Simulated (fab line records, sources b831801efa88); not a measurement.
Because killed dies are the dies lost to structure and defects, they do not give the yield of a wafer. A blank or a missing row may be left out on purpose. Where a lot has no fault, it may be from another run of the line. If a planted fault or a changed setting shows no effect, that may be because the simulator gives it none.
fab line records -- flow sky130
record: lots: 5, wafers: 15, lastDay: 50
route steps=708 shown METAL2@483 PAD_OPEN@708
lots that met no fault: taken from a fault-free run of the same line
startH: hours from the record's first day to the start of the lot's first wafer shown -- waitH: hours since the lot's step before -- " identical to the entry in the row above -- L1.1+2: several wafers, shown together as one row -- - either no value or no given start -- * or withheld: withheld -- < > ~ a bound
route shown NAME@n: a module of which the file shows steps, and the number in the route of the first -- usual: mean and standard deviation over wafers with no fault -- same: alike in all rows -- chamber/n: place in a boat -- sites: readings site by site -- _std_site: standard deviation across them -- _edge_site: the outer-site mean with the inner-site mean subtracted -- radiusMm: how far each site lies from the wafer's centre -- mask NAME#n: copy n -- behind: the last tool/chamber to shape the wafer -- hold: why the lot went on hold/how many hours it stayed there/how the hold came to an end -- device: whichever transistor did not switch (one of n, p or np) -- end of line: at the end of the route, the tests of the same wafers -- a step given without rows: its recipe and nothing more -- killed: not the wafer's yield, but the dies lost to structure and defects at the first sort -- map: a wafer's dies, x killed, . not, _ none there
set.NAME: the run value of the setting; set.NAME@STEP: its run value at that earlier step -- model.NAME: the simulator's own value behind a step, which no gauge read
lots at selected steps of the route; one table per step, one row per wafer
services: a tool's chamber out of use, with start hour (startH, from the record's first day; less than 0 if before it), hours out, and reason
== steps ==
step: SKY_METAL2_SPUTTER_00
recipe: material: Ti, targetThkNm: 15, powerW: 3000, timeS: 10, chamberPressurePa: 0.4
step: SKY_METAL2_SPUTTER_01
recipe: material: TiN, targetThkNm: 20, powerW: 6500, timeS: 16.7, chamberPressurePa: 0.4
usual: cathodeDcPowerW: 6500.0/1.1, throttleValvePct: 29.5/1
lot.wafer,tool,chamber,startH,waitH,cathodeDcPowerW,throttleValvePct
L606.1,pvdSputter-01,-,834.67,0.0,6499.3,31.0
L606.3,pvdSputter-01,-,834.67,0.0,6501.3,29.5
L606.4,pvdSputter-01,-,834.67,0.0,6500.4,29.9
L608.1,pvdSputter-02,-,862.91,0.0,6499.0,30.2
L608.2,pvdSputter-02,-,862.91,0.0,6499.3,27.9
L608.3,pvdSputter-02,-,862.91,0.0,6499.7,30.1
L612.2,pvdSputter-02,-,887.77,0.0,6501.8,30.0
L612.3,pvdSputter-02,-,887.77,0.0,6501.2,28.3
L612.4,pvdSputter-02,-,887.77,0.0,6500.4,30.1
L619.1,pvdSputter-02,-,935.56,0.0,6501.0,28.2
L619.2,pvdSputter-02,-,935.56,0.0,6501.5,30.1
L619.5,pvdSputter-02,-,935.56,0.0,6499.3,28.0
L621.3,pvdSputter-04,-,961.96,0.0,6499.9,30.5
L621.4,pvdSputter-04,-,961.96,0.0,6501.0,29.5
L621.5,pvdSputter-04,-,961.96,0.0,6499.8,28.6
step: SKY_METAL2_SPUTTER_02
recipe: material: AlCu, targetThkNm: 250, powerW: 10600, timeS: 13.3, chamberPressurePa: 0.4
usual: cathodeDcPowerW: 10600/2, throttleValvePct: 29.5/1
lot.wafer,tool,chamber,startH,waitH,cathodeDcPowerW,throttleValvePct
L606.1,pvdSputter-01,-,834.69,0.0,10601,30.7
L606.3,pvdSputter-01,-,834.69,0.0,10600,29.6
L606.4,pvdSputter-01,-,834.69,0.0,10602,29.9
L608.1,pvdSputter-02,-,862.93,0.0,10595,30.2
L608.2,pvdSputter-02,-,862.93,0.0,10594,28.1
L608.3,pvdSputter-02,-,862.93,0.0,10603,30.3
L612.2,pvdSputter-02,-,887.79,0.0,10602,30.2
L612.3,pvdSputter-02,-,887.79,0.0,10602,28.4
L612.4,pvdSputter-02,-,887.79,0.0,10600,29.9
L619.1,pvdSputter-02,-,935.58,0.0,10599,28.2
L619.2,pvdSputter-02,-,935.58,0.0,10600,30.1
L619.5,pvdSputter-02,-,935.58,0.0,10597,28.5
L621.3,pvdSputter-04,-,961.99,0.0,10601,31.1
L621.4,pvdSputter-04,-,961.99,0.0,10601,29.6
L621.5,pvdSputter-04,-,961.99,0.0,10600,28.6
step: SKY_METAL2_SPUTTER_03
recipe: material: Ti, targetThkNm: 5, powerW: 3000, timeS: 3.3, chamberPressurePa: 0.4
usual: cathodeDcPowerW: 3000.0/0.57, throttleValvePct: 29.5/1
lot.wafer,tool,chamber,startH,waitH,cathodeDcPowerW,throttleValvePct
L606.1,pvdSputter-01,-,834.72,0.0,2999.3,31.1
L606.3,pvdSputter-01,-,834.72,0.0,3000.6,29.5
L606.4,pvdSputter-01,-,834.72,0.0,2999.7,30.0
L608.1,pvdSputter-02,-,862.96,0.0,3000.3,29.9
L608.2,pvdSputter-02,-,862.96,0.0,3001.6,28.3
L608.3,pvdSputter-02,-,862.96,0.0,2999.9,30.2
L612.2,pvdSputter-02,-,887.82,0.0,2998.5,30.0
L612.3,pvdSputter-02,-,887.82,0.0,3000.3,28.2
L612.4,pvdSputter-02,-,887.82,0.0,2999.8,30.0
L619.1,pvdSputter-02,-,935.61,0.0,2999.5,28.3
L619.2,pvdSputter-02,-,935.61,0.0,3001.2,30.5
L619.5,pvdSputter-02,-,935.61,0.0,3000.8,28.2
L621.3,pvdSputter-04,-,962.01,0.0,2999.6,30.7
L621.4,pvdSputter-04,-,962.01,0.0,2999.9,29.5
L621.5,pvdSputter-04,-,962.01,0.0,2999.5,28.9
step: SKY_METAL2_SPUTTER_04
recipe: material: TiN, targetThkNm: 70, powerW: 6500, timeS: 58.3, chamberPressurePa: 0.4
usual: cathodeDcPowerW: 6500.0/1.1, throttleValvePct: 29.5/1
lot.wafer,tool,chamber,startH,waitH,cathodeDcPowerW,throttleValvePct
L606.1,pvdSputter-01,-,834.73,0.0,6498.0,30.9
L606.3,pvdSputter-01,-,834.73,0.0,6500.7,29.4
L606.4,pvdSputter-01,-,834.73,0.0,6501.5,29.9
L608.1,pvdSputter-02,-,862.98,0.0,6499.1,30.1
L608.2,pvdSputter-02,-,862.98,0.0,6499.5,28.2
L608.3,pvdSputter-02,-,862.98,0.0,6501.2,30.4
L612.2,pvdSputter-02,-,887.83,0.0,6498.9,30.2
L612.3,pvdSputter-02,-,887.83,0.0,6500.5,28.2
L612.4,pvdSputter-02,-,887.83,0.0,6501.2,30.3
L619.1,pvdSputter-02,-,935.63,0.0,6499.3,28.5
L619.2,pvdSputter-02,-,935.63,0.0,6498.8,30.4
L619.5,pvdSputter-02,-,935.63,0.0,6499.0,28.1
L621.3,pvdSputter-04,-,962.03,0.0,6499.7,30.6
L621.4,pvdSputter-04,-,962.03,0.0,6499.5,29.3
L621.5,pvdSputter-04,-,962.03,0.0,6499.7,28.8
step: SKY_METAL2_RS_MEAS_05
recipe: thkMeasGauge: four-point-probe, reads: TiN_of_METAL2_SPUTTER_04+Ti_of_METAL2_SPUTTER_03+AlCu_of_METAL2_SPUTTER_02+TiN_of_METAL2_SPUTTER_01+Ti_of_METAL2_SPUTTER_00
usual: METAL2_ALCU_RS: 0.1262/0.0015
lot.wafer,tool,chamber,startH,waitH,METAL2_ALCU_RS[ohm/sq]
L606.1,filmMetro-01,-,834.78,0.0,0.1259
L606.3,filmMetro-01,-,834.78,0.0,0.1273
L606.4,filmMetro-01,-,834.78,0.0,0.1265
L608.1,filmMetro-03,-,863.03,0.0,0.1269
L608.2,filmMetro-03,-,863.03,0.0,0.1269
L608.3,filmMetro-03,-,863.03,0.0,0.1269
L612.2,filmMetro-03,-,887.90,0.0,0.1261
L612.3,filmMetro-03,-,887.90,0.0,0.1248
L612.4,filmMetro-03,-,887.90,0.0,0.1257
L619.1,filmMetro-03,-,935.67,0.0,0.1241
L619.2,filmMetro-03,-,935.67,0.0,0.1247
L619.5,filmMetro-03,-,935.67,0.0,0.1230
L621.3,filmMetro-02,-,962.12,0.1,0.1266
L621.4,filmMetro-02,-,962.12,0.1,0.1258
L621.5,filmMetro-02,-,962.12,0.1,0.1255
step: SKY_METAL2_THK_MEAS_06
recipe: thkMeasGauge: xrf, reads: AlCu_of_METAL2_SPUTTER_02
usual: METAL2_ALCU_THK: 254/3.1
lot.wafer,tool,chamber,startH,waitH,METAL2_ALCU_THK[nm]
L606.1,filmMetro-01,-,834.90,0.1,251
L606.3,filmMetro-01,-,834.90,0.1,250
L606.4,filmMetro-01,-,834.90,0.1,253
L608.1,filmMetro-03,-,863.15,0.1,252
L608.2,filmMetro-03,-,863.15,0.1,254
L608.3,filmMetro-03,-,863.15,0.1,252
L612.2,filmMetro-03,-,888.01,0.1,254
L612.3,filmMetro-03,-,888.01,0.1,257
L612.4,filmMetro-03,-,888.01,0.1,255
L619.1,filmMetro-03,-,935.79,0.1,257
L619.2,filmMetro-03,-,935.79,0.1,255
L619.5,filmMetro-03,-,935.79,0.1,259
L621.3,filmMetro-02,-,962.22,0.1,253
L621.4,filmMetro-02,-,962.22,0.1,254
L621.5,filmMetro-02,-,962.22,0.1,254
step: SKY_METAL2_DEHYDRATE_07
recipe: tempC: 200, timeS: 60
step: SKY_METAL2_HMDS_08
recipe: primeTimeS: 60, primeTempC: 120
step: SKY_METAL2_COAT_09
recipe: resist: BARC, tempC: withheld, timeS: withheld, spinRpm: 3000, resistThkNm: 60
step: SKY_METAL2_COAT_10
recipe: resist: KrF-thick, spinRpm: 3000, resistThkNm: 450
step: SKY_METAL2_SOFTBAKE_11
recipe: tempC: 100, timeS: 90, resist: KrF-thick
step: SKY_METAL2_EXPOSE_12
recipe: maskId: MM2, na: 0.8, sourceShape: annular, sigmaInner: 0.55, sigmaOuter: 0.85, targetCdNm: 140, doseMj: 28
lot.wafer,tool,chamber,startH,waitH,mask
L606.1+3+4,krfScanner-01,0,848.74,-,MM2#0
L608.1+2+3,krfScanner-02,0,877.39,-,MM2#0
L612.2+3+4,krfScanner-01,0,901.51,-,MM2#0
L619.1+2+5,krfScanner-02,0,947.91,-,MM2#0
L621.3+4+5,krfScanner-02,0,974.05,-,MM2#0
step: SKY_METAL2_PEB_13
recipe: pebTempC: withheld, pebTimeS: withheld, resist: KrF-thick
step: SKY_METAL2_DEVELOP_14
recipe: developTimeS: 60, resist: KrF-thick, devTempC: 21
step: SKY_METAL2_CD_MEAS_15
recipe: targetCdNm: 140
usual: cdNm: 139.5/1.4
lot.wafer,tool,chamber,startH,waitH,hold,cdNm
L606.1,cdSem-01,-,861.17,-,-,138.2
L606.3,cdSem-01,-,861.17,-,-,139.3
L606.4,cdSem-01,-,861.17,-,-,140.1
L608.1,cdSem-02,-,889.97,-,-,139.3
L608.2,cdSem-02,-,889.97,-,-,138.8
L608.3,cdSem-02,-,889.97,-,-,139.9
L612.2,cdSem-01,-,913.74,-,awaitDispo/0.2h/release,144.9
L612.3,cdSem-01,-,913.74,-,awaitDispo/0.2h/release,144.5
L612.4,cdSem-01,-,913.74,-,awaitDispo/0.2h/release,143.7
L612.2,cdSem-01,-,914.02,0.3,-,144.5
L612.3,cdSem-01,-,914.02,0.3,-,144.2
L612.4,cdSem-01,-,914.02,0.3,-,144.5
L619.1,cdSem-02,-,960.72,-,-,137.7
L619.2,cdSem-02,-,960.72,-,-,138.7
L619.5,cdSem-02,-,960.72,-,-,137.9
L621.3,cdSem-02,-,986.21,-,-,138.2
L621.4,cdSem-02,-,986.21,-,-,138.5
L621.5,cdSem-02,-,986.21,-,-,139.7
step: SKY_METAL2_OVL_MEAS_16
usual: METAL2_OVL: 0/6.1
lot.wafer,tool,chamber,startH,waitH,hold,METAL2_OVL[nm]
L606.1,overlay-02,-,861.29,0.1,-,1
L606.3,overlay-02,-,861.29,0.1,-,3
L606.4,overlay-02,-,861.29,0.1,-,3
L608.1,overlay-02,-,890.09,0.1,-,-1
L608.2,overlay-02,-,890.09,0.1,-,10
L608.3,overlay-02,-,890.09,0.1,-,-4
L612.2,overlay-02,-,915.85,1.8,awaitDispo/1.7h/release,-7
L612.3,overlay-02,-,915.85,1.8,awaitDispo/1.7h/release,0
L612.4,overlay-02,-,915.85,1.8,awaitDispo/1.7h/release,1
L619.1,overlay-02,-,960.84,0.1,-,8
L619.2,overlay-02,-,960.84,0.1,-,2
L619.5,overlay-02,-,960.84,0.1,-,5
L621.3,overlay-01,-,986.30,0.1,-,-11
L621.4,overlay-01,-,986.30,0.1,-,0
L621.5,overlay-01,-,986.30,0.1,-,-7
step: SKY_METAL2_DESCUM_17
recipe: chemistry: O2, sourcePowerW: 150, biasPowerW: 0, pressureMtorr: 10, tempC: 40, timeS: 8
usual: drypumpMotorCurrentA: 5.7/0.35, heBacksideLeakSccm: 3.4/0.36, oesProductAu: 1.004/0.011
lot.wafer,tool,chamber,startH,waitH,drypumpMotorCurrentA,heBacksideLeakSccm,oesProductAu,rfHoursCounterH,model.METAL2.cdNm
L606.1,rieMetal-03,0,861.33,0.0,5.5,3.6,1.000,13,138.8
L606.3,rieMetal-03,1,861.33,0.0,6.3,3.3,1.006,-,139.1
L606.4,rieMetal-03,0,861.33,0.0,5.5,4.5,0.993,-,140.6
L608.1,rieMetal-01,0,890.13,0.0,5.7,3.2,1.007,9,139.2
L608.2,rieMetal-01,1,890.13,0.0,5.8,3.5,1.018,12,139.2
L608.3,rieMetal-01,1,890.13,0.0,5.9,3.4,1.026,-,139.6
L612.2,rieMetal-01,1,915.88,0.0,5.9,3.5,1.014,13,144.6
L612.3,rieMetal-01,0,915.88,0.0,5.7,3.2,0.986,-,144
L612.4,rieMetal-01,1,915.88,0.0,5.9,3.4,1.018,-,144.3
L619.1,rieMetal-01,1,960.88,0.0,5.8,3.5,1.016,15,138.3
L619.2,rieMetal-01,0,960.88,0.0,5.7,3.3,1.007,12,139.1
L619.5,rieMetal-01,0,960.88,0.0,5.7,3.2,1.018,-,137.6
L621.3,rieMetal-04,1,986.33,0.0,5.2,3.3,0.998,-,137.7
L621.4,rieMetal-04,0,986.33,0.0,5.5,3.2,1.026,-,138.1
L621.5,rieMetal-04,0,986.33,0.0,5.5,3.3,1.008,-,139.4
step: SKY_METAL2_ETCH_18
recipe: chemistry: N2/H2, target: BARC, ionEnergyEv: 200, biasW: 100, pressureMtorr: 30, n2FlowSccm: 100, h2FlowSccm: 200, icpW: 500, stopOn: SiO2, timeS: 45.9, targetDepthA: 600
step: SKY_METAL2_METAL_ETCH_19
recipe: targetDepthA: 3600, stopOn: SiO2, overEtchFrac: 0.3, timeS: 78, chemistry: Cl2/BCl3, resistSidewallDeg: 88, pressureMtorr: 10, icpW: 900, biasW: 48.5, Cl2_flow_sccm: 60, bcl3FlowSccm: 30
usual: drypumpMotorCurrentA: 5.7/0.34, heBacksideLeakSccm: 3.3/0.39, oesProductAu: 0.856/0.006, throttleValvePct: 22.265/0.0094
lot.wafer,tool,chamber,startH,waitH,drypumpMotorCurrentA,heBacksideLeakSccm,oesProductAu,rfHoursCounterH,throttleValvePct,model.METAL2.cdNm
L606.1,rieMetal-03,0,861.42,0.0,5.5,3.5,0.857,13,22.266,135.7
L606.3,rieMetal-03,1,861.42,0.0,6.3,3.3,0.854,-,22.269,134.9
L606.4,rieMetal-03,0,861.42,0.0,5.5,3.6,0.857,-,22.263,137.7
L608.1,rieMetal-01,0,890.22,0.0,5.7,2.9,0.853,9,22.262,137.8
L608.2,rieMetal-01,1,890.22,0.0,5.9,3.4,0.857,12,22.253,135.6
L608.3,rieMetal-01,1,890.22,0.0,5.9,3.6,0.852,-,22.260,134.9
L612.2,rieMetal-01,1,915.98,0.0,5.9,3.3,0.857,13,22.253,141.9
L612.3,rieMetal-01,0,915.98,0.0,5.7,2.9,0.864,-,22.269,143.6
L612.4,rieMetal-01,1,915.98,0.0,5.8,3.3,0.862,-,22.250,140.9
L619.1,rieMetal-01,1,960.97,0.0,5.9,3.5,0.859,15,22.257,135.2
L619.2,rieMetal-01,0,960.97,0.0,5.7,3.3,0.863,12,22.276,138.6
L619.5,rieMetal-01,0,960.97,0.0,5.7,3.3,0.848,-,22.259,139.1
L621.3,rieMetal-04,1,986.45,0.1,5.2,2.9,0.846,-,22.271,139.4
L621.4,rieMetal-04,0,986.45,0.1,5.5,3.2,0.850,-,22.267,138.9
L621.5,rieMetal-04,0,986.45,0.1,5.5,3.3,0.857,-,22.269,139.9
step: SKY_METAL2_STRIP_20
recipe: chemistry: O2/N2, powerW: 1400, pressureMtorr: 1500, platenTempC: withheld, o2FlowSccm: 3000, n2FlowSccm: 300, overashFraction: 0.5
usual: drypumpMotorCurrentA: 5.2/0.45, oesProductAu: 0.342/0.0048, stripTimeToEndpointS: 2.68/0.052
lot.wafer,tool,chamber,startH,waitH,drypumpMotorCurrentA,oesProductAu,rfHoursCounterH,stripTimeToEndpointS
L606.1,plasmaAsher-01,1,861.51,0.1,4.6,0.340,73,2.75
L606.3,plasmaAsher-01,0,861.51,0.1,5.9,0.346,-,2.74
L606.4,plasmaAsher-01,1,861.51,0.1,4.6,0.346,-,2.71
L608.1,plasmaAsher-01,1,890.31,0.1,4.6,0.343,75,2.65
L608.2,plasmaAsher-01,0,890.31,0.1,5.9,0.342,75,2.60
L608.3,plasmaAsher-01,1,890.31,0.1,4.6,0.342,-,2.59
L612.2,plasmaAsher-04,0,916.07,0.1,4.9,0.343,18,2.56
L612.3,plasmaAsher-04,1,916.07,0.1,5.2,0.343,-,2.65
L612.4,plasmaAsher-04,0,916.07,0.1,4.9,0.337,-,2.61
L619.1,plasmaAsher-04,1,961.06,0.1,5.2,0.331,22,2.66
L619.2,plasmaAsher-04,0,961.06,0.1,4.9,0.343,22,2.70
L619.5,plasmaAsher-04,1,961.06,0.1,5.2,0.343,-,2.69
L621.3,plasmaAsher-01,0,986.54,0.1,5.9,0.346,-,2.68
L621.4,plasmaAsher-01,1,986.54,0.1,4.7,0.339,-,2.64
L621.5,plasmaAsher-01,1,986.54,0.1,4.6,0.344,-,2.60
step: SKY_PAD_OPEN_PROBE_99
usual: defectLimitedYield: 82.3/1.8, killed_at_M0_to_M3: 43/6, killed_at_M4_up: 3.2/1.9, killedAtContacts: 25/5.4, killedAtFrontEnd: 15/4.5, killedAtOther: 0.3/0.59, killedDies: 87/8.7, killedOpen: 47/6.7, killedShort: 39/5.7, sort_bin_3_pad_short: 0.9/0.43, sort_bin_5_function: 10.4/1.4, sort_bin_6_memory: 6.4/1.2, sortNPass: 405/8.7, sortYieldPct: 82.3/1.8
same: grossDies: 492, killedAtBackSide: 0, sort_bin_4_leakage[%]: 0, sort_bin_8_speed[%]: 0
lot.wafer,tool,chamber,startH,waitH,defectLimitedYield[%],killed_at_M0_to_M3,killed_at_M4_up,killedAtContacts,killedAtFrontEnd,killedAtOther,killedDies,killedOpen,killedShort,sort_bin_3_pad_short[%],sort_bin_5_function[%],sort_bin_6_memory[%],sortNPass,sortYieldPct[%]
L606.1,prober-02,-,1108.90,0.1,82.1,41,8,22,17,0,88,56,32,1.2,10.4,6.3,404,82.1
L606.3,prober-02,-,1109.00,0.2,82.5,36,2,25,23,0,86,43,43,1.2,8.1,8.1,406,82.5
L606.4,prober-02,-,1109.05,0.2,80.1,50,2,30,15,1,98,51,47,0.8,10.8,8.3,394,80.1
L612.2,prober-02,-,1160.04,0.1,84.6,41,3,24,8,0,76,31,45,1.4,8.3,5.7,416,84.6
L612.3,prober-02,-,1160.09,0.2,81.5,47,4,22,17,1,91,51,39,0.4,10.6,7.5,401,81.5
L612.4,prober-02,-,1160.14,0.2,82.7,39,4,29,12,1,85,52,33,1.4,10.0,5.9,407,82.7
killed by level:class
L606.1 CONTACT:geometricParticle:open=13 VIA1:geometricParticle:open=8 VIA3:geometricParticle:open=7 POLY_GATE:geometricParticle:open=5 METAL2:geometricParticle:short=5 CONTACT:geometricParticle:short=5 METAL1:geometricParticle:short=5 METAL4:geometricParticle:short=5
L606.3 CONTACT:geometricParticle:open=9 VIA2:geometricParticle:open=8 CONTACT:geometricParticle:short=5 VIA3:geometricParticle:open=5 VIA3:geometricParticle:short=5 FIELD_ISO:geometricParticle:open=4 POLY_GATE:geometricParticle:short=4 LI_CONTACT:geometricParticle:open=4
L606.4 LI_CONTACT:geometricParticle:open=9 CONTACT:geometricParticle:open=9 VIA3:geometricParticle:short=9 VIA1:geometricParticle:open=8 CONTACT:geometricParticle:short=8 VIA3:geometricParticle:open=6 FIELD_ISO:geometricParticle:open=5 METAL1:geometricParticle:short=5
L612.2 LOCAL_INTERCONNECT:geometricParticle:short=7 METAL1:geometricParticle:short=7 VIA1:geometricParticle:open=7 VIA3:geometricParticle:open=6 VIA2:geometricParticle:open=5 LI_CONTACT:geometricParticle:open=5 VIA2:geometricParticle:short=5 VIA3:geometricParticle:short=5
L612.3 VIA1:geometricParticle:open=11 CONTACT:geometricParticle:open=10 VIA3:geometricParticle:open=7 VIA2:geometricParticle:open=6 LI_CONTACT:geometricParticle:open=6 FIELD_ISO:geometricParticle:short=5 METAL2:geometricParticle:short=5 METAL1:geometricParticle:short=4
L612.4 CONTACT:geometricParticle:open=11 VIA1:geometricParticle:open=10 VIA3:geometricParticle:open=9 LI_CONTACT:geometricParticle:open=7 VIA3:geometricParticle:short=6 CONTACT:geometricParticle:short=5 FIELD_ISO:geometricParticle:short=4 VIA2:geometricParticle:open=4
== services ==
tool,chamber,startH,hours,kind
plasmaAsher-01,-,833.46,3.6,repair
krfScanner-02,-,833.74,0.8,pm
krfScanner-02,-,836.14,0.8,pm
rieMetal-04,-,842.63,0.7,repair
krfScanner-02,-,844.14,1.3,pm
pvdSputter-01,-,853.43,13.4,repair
krfScanner-02,-,862.43,1.0,pm
pvdSputter-02,-,863.63,7.7,repair
krfScanner-02,0,863.82,-,calibration
rieMetal-04,0,882.02,5.4,repair
krfScanner-02,-,888.61,4.4,pm
krfScanner-02,-,897.02,0.3,repair
krfScanner-01,-,900.54,0.8,pm
krfScanner-01,-,916.35,1.3,pm
krfScanner-02,-,919.18,0.3,repair
krfScanner-01,0,919.60,-,calibration
pvdSputter-01,-,921.39,1.7,repair
krfScanner-01,-,942.21,36.0,pm
rieMetal-04,-,950.01,14.6,pm
pvdSputter-01,-,967.40,4.0,repair
krfScanner-01,-,978.21,1.0,pm
== key ==
firstSign: step: SKY_METAL2_CD_MEAS_15, reading: visit, direction: added, through: controlLoop
effect: step: SKY_METAL2_CD_MEAS_15, reading: cdNm, direction: up, sigmas: 3.4, usual: 139.5, struck: 144.4, through: controlLoop
modelEffect: step: SKY_METAL2_DESCUM_17, value: METAL2.cdNm, without: 140.8, struck: 144.3
modelEffect: step: SKY_METAL2_METAL_ETCH_19, value: METAL2.cdNm, without: 138.6, struck: 142.2
metAt SKY_METAL2_EXPOSE_12
struckWafers L612.2,L612.3,L612.4
loopTrim: step: SKY_METAL2_EXPOSE_12, setting: dose, lots: L612
onsetBetween 848.74 901.51
fault: kind: processParameterDrift, tool: krfScanner-01, chamber: -, onsetH: 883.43, steps: SKY_METAL2_EXPOSE_12, channel: doseMj, offset: -0.63181, shape: step, actsIn: theseRecipesOnly, stated: 28
loopTrim: a control loop set the setting to another value than it would have without faults
